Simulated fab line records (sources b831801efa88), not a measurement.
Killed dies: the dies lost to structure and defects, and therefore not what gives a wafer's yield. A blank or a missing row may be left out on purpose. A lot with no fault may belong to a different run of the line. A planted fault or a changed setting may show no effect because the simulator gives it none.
Chamber matching -- flow sky130 -- SKY_FIELD_ISO_ETCH_14 on rie diel-04 has 4 sister chambers
The step etches BARC in N2/H2, stops on SiO2, time 45.9 s, target depth 60 nm. 7 wafers are shown with their chamber, then 7 later ones without.

WAFERS, EACH WITH ITS CHAMBER
wafer,chamber,oes product au (a.u.),throttle valve pct (%)
L075.5,1,0.862,13.236
L084.4,0,0.858,13.232
L084.5,2,0.856,13.219
L089.4,0,0.863,13.239
L089.6,3,0.859,13.215
L094.3,2,0.855,13.222
L094.4,3,0.846,13.215

WAFERS MISSING THEIR CHAMBER
wafer,oes product au (a.u.),throttle valve pct (%)
L094.5,0.849,13.215
L095.1,0.858,13.235
L095.2,0.869,13.222
L095.3,0.849,13.220
L097.1,0.855,13.226
L097.3,0.859,13.230
L097.4,0.854,13.236

CHAMBER TAKEN BY EACH
wafer,from the rows above,in truth
L094.5,can't be placed: 3 or 2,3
L095.1,can't be placed: 0 or 1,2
L095.2,can't be placed: 2 or 3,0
L095.3,can't be placed: 2 or 3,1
L097.1,can't be placed: 2 or 0 or 1 or 3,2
L097.3,can't be placed: 0 or 1 or 2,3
L097.4,can't be placed: 0 or 1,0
Placed correctly: 0 of 7. Can't be placed from these rows: 7 (the true chamber is among the candidates in 3). Wrongly placed: 0.
How it was worked out, from the rows above alone: a wafer's distance from a chamber is the root of the sum, over the readings, of the square of ((its reading less the chamber's mean) divided by the reading's scatter). The wafer belongs to the nearest chamber; if the next one is less than 2 further off, it can't be placed. The mean given for a chamber averages the wafers shown for that chamber. The scatter is the square root of a quotient: the sum, over the shown wafers, of each reading's squared deviation from its chamber's mean, divided by wafers minus chambers.
